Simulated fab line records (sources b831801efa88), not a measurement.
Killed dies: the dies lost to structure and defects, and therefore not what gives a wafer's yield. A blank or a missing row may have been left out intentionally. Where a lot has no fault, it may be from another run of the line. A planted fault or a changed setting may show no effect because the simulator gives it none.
Chamber matching -- flow sky130 -- rie-diel-03 running SKY_POLY_CUT_ETCH_10: 4 sister chambers
The step etches BARC in N2/H2, stops on SiO2, time 45.9 s, target depth 60 nm. 14 wafers are shown with their chamber, then 7 later ones without.

== WAFERS PAIRED WITH THEIR CHAMBERS ==
wafer,chamber,throttle-valve-pct (%),oes-product-au (a.u.)
L291.3,2,13.225,0.851
L291.5,3,13.227,0.859
L291.6,0,13.227,0.855
L305.2,2,13.216,0.858
L305.3,3,13.227,0.855
L305.5,1,13.224,0.857
L309.3,3,13.223,0.856
L309.4,0,13.216,0.860
L309.5,1,13.242,0.849
L308.4,1,13.207,0.857
L308.5,1,13.231,0.864
L308.6,0,13.235,0.857
L310.2,0,13.234,0.849
L310.3,1,13.217,0.861

SIGNATURES (averages over the wafers above)
reading,chamber 0,chamber 1,chamber 2,chamber 3,scatter within a chamber
throttle-valve-pct,13.22800,13.22420,13.22050,13.22567,0.00996
oes-product-au,0.85525,0.85760,0.85450,0.85667,0.00474
Rule: for a wafer and a chamber, the distance is found by dividing, reading by reading, the gap between the wafer's reading and the chamber's mean by the reading's scatter, squaring, summing and taking the root. If the next closest chamber is less than 2 further off than the closest, the wafer can't be placed; otherwise it belongs to the closest. The scatter: take each reading less its chamber's mean, square it, sum over the shown wafers, divide by the number of wafers less the number of chambers, and take the root.

== WAFERS WITH NO CHAMBER GIVEN ==
wafer,throttle-valve-pct (%),oes-product-au (a.u.)
L310.4,13.215,0.852
L311.1,13.223,0.863
L311.4,13.239,0.853
L311.6,13.228,0.849
L312.1,13.223,0.852
L312.4,13.236,0.853
L312.6,13.246,0.850

== EACH ONE'S CHAMBER ==
wafer,from the rows above,in truth
L310.4,can't be placed: 2 or 3 or 0 or 1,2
L311.1,can't be placed: 1 or 3 or 0 or 2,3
L311.4,can't be placed: 0 or 3 or 1 or 2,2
L311.6,can't be placed: 0 or 2 or 3 or 1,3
L312.1,can't be placed: 2 or 0 or 3 or 1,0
L312.4,can't be placed: 0 or 3 or 1 or 2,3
L312.6,can't be placed: 0 or 3 or 1 or 2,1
Placed correctly: 0 of 7. Not placeable from these rows: 7 (in 7, the candidates include the true chamber). Number placed wrongly: 0.
